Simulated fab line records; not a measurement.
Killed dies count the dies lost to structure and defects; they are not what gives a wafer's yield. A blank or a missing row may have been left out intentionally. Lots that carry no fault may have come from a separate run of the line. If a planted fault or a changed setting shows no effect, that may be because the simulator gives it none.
Matching of chambers | flow gf180mcu | GF_V3_ETCH_16 on rie_diel-04 has 4 sister chambers
The step etches BARC in N2/H2. 8 wafers are shown with their chamber, then 8 later ones without.

## WAFERS, EACH WITH ITS CHAMBER
wafer  | chamber | drypump_motor_current_A (A) | chamber_pressure_mTorr (mTorr)
L079.1 | 3       | 5.7                         | 30.053
L086.4 | 3       | 5.7                         | 30.054
L087.2 | 0       | 5.2                         | 30.062
L087.6 | 2       | 5.9                         | 30.039
L089.2 | 1       | 5.7                         | 30.009
L089.3 | 0       | 5.2                         | 30.013
L089.4 | 2       | 5.9                         | 29.975
L095.3 | 1       | 5.6                         | 29.961

## WAFERS WITH NO CHAMBER GIVEN
wafer  | drypump_motor_current_A (A) | chamber_pressure_mTorr (mTorr)
L095.4 | 5.2                         | 30.040
L095.5 | 5.9                         | 30.016
L096.1 | 5.7                         | 30.032
L096.3 | 5.2                         | 30.000
L096.4 | 5.9                         | 30.013
L097.1 | 5.2                         | 29.983
L097.5 | 5.9                         | 29.982
L097.6 | 5.8                         | 30.029

## THE CHAMBER EACH PASSED THROUGH
wafer  | from the rows above          | in truth
L095.4 | 0                            | 0
L095.5 | 2                            | 2
L096.1 | can't be placed: 3 or 1      | 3
L096.3 | 0                            | 0
L096.4 | 2                            | 2
L097.1 | 0                            | 0
L097.5 | 2                            | 2
L097.6 | can't be placed: 2 or 3 or 1 | 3
Correct placement for 6 of the 8. Not placeable from these rows: 2 (in 2, the candidates include the true chamber). 0 placed wrongly.
How it was worked out, from the rows above alone: a wafer's distance from a chamber is the root of the sum, over the readings, of the square of ((its reading less the chamber's mean) divided by the reading's scatter). If the next closest chamber is less than 2 further off than the closest, the wafer can't be placed; otherwise it belongs to the closest. For every chamber, the mean is computed from those of its wafers that are shown. How the scatter is found: for the shown wafers, subtract from each reading the mean of its chamber, square and add these, divide the total by (wafers less chambers), then take the root.
